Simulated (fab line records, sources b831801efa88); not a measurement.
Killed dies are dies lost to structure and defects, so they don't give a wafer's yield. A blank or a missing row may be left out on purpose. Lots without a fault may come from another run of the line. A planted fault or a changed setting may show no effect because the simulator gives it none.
Problem report in the 8D (eight disciplines) form, filled by code | flow sky130 | the parts of the form that need people (team, actions taken, sign-off) are left out

1. THE PROBLEM
RES_XHIGH_TW at SKY_RES_XHIGH_TW_MEAS_09 reads a mean of 1064 on 6 wafers of 2 lots; wafers without a fault read 1631 with a standard deviation of 12. That is -47 standard deviations from the usual mean.
First seen on wafer L189.1, day 33 07:47, on film_metro-01. The record holds 39 wafers of 13 lots with a number at this step. Rule for "out", or "out of limits": more than 4 standard deviations from the usual mean. The other wafers with a number count as sound.

2. WHAT IT IS AND WHAT IT IS NOT
question                    | is                           | is not
which readings at this step | RES_XHIGH_TW                 | -
which lots                  | L188, L189                   | L171, L173, L174, L175, L177, L181, L182, L187, L191, L192, L193
which wafers of those lots  | all that have a number       | -
read on which gauges        | film_metro-01, film_metro-03 | film_metro-04
when                        | from day 33 07:47            | up to then (24 sound wafers); but 9 sound wafers of L191, L192, L193 came after

3. SUSPECTS, AND WHAT RULES EACH OUT
Counting: a tool at a process step up to the reading stays a suspect if it ran every lot that is out and no sound lot after the first of them.
- the gauge at SKY_RES_XHIGH_TW_MEAS_09: ruled out. The wafers that are out were read on 2 gauges (film_metro-01, film_metro-03).
- implanter-01 at SKY_RES_XHIGH_IMPLANT_07: kept. It ran every lot that is out, first L189 (day 33 07:32), and no sound lot after that; its last sound lot up to then is L182 (day 31 01:40). Its own readings are out on those wafers: beam_on_s, dose_ions_cm2.
- plasma_asher-03 at SKY_RES_XHIGH_STRIP_08 (strips in O2/N2): kept. It ran every lot that is out, first L189 (day 33 07:41), and no sound lot after that; its last sound lot up to then is L177 (day 29 14:46).
Left after counting: implanter-01 at SKY_RES_XHIGH_IMPLANT_07, plasma_asher-03 at SKY_RES_XHIGH_STRIP_08.

4. THE CAUSE (what the simulator had put in)
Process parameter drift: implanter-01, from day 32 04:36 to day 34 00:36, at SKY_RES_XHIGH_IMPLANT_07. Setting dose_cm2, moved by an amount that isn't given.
Counting left 2 suspects, and this tool is among them.

5. THE CHAIN OF EFFECTS, in route order
Each row: a reading whose mean over the struck wafers that have a number lies more than 3 standard deviations from the usual. Only readings for which the record gives a usual standard deviation are gone through. hours: the time from each lot's start at the first step in this table that gives one to its start at this step, as a median over the lots. sigmas: the change in usual standard deviations.
hours | step                     | reading       | usual        | on struck wafers | change     | sigmas
0     | SKY_RES_XHIGH_IMPLANT_07 | beam_on_s     | 40 s         | 11               | -29        | -8.5
0     | SKY_RES_XHIGH_IMPLANT_07 | dose_ions_cm2 | 3.599e+14    | 8.962e+13        | -2.703e+14 | -99 or more
0     | SKY_RES_XHIGH_TW_MEAS_09 | RES_XHIGH_TW  | 1631         | 1064             | -568       | -47
28    | SKY_SD_N_RS_MEAS_18      | RES_XHIGH_RS  | 333.2 ohm/sq | 1012.4           | +679.2     | +99 or more
The process steps in it:
- SKY_RES_XHIGH_IMPLANT_07

6. WHAT WOULD HAVE CAUGHT IT SOONER
In this record the first reading out of limits at a measuring or inspecting step was taken at day 33 07:47, 27 hours after the fault began at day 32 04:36.
The tool's own readings at SKY_RES_XHIGH_IMPLANT_07 were out on every struck wafer that the step has a row for (beam_on_s, dose_ions_cm2): an alarm limit on them would have fired on the first of those.
Of the lots that are out (2), L188 began SKY_RES_XHIGH_IMPLANT_07 on implanter-01 after day 33 07:47. A hold on the tool at that time would have spared it.
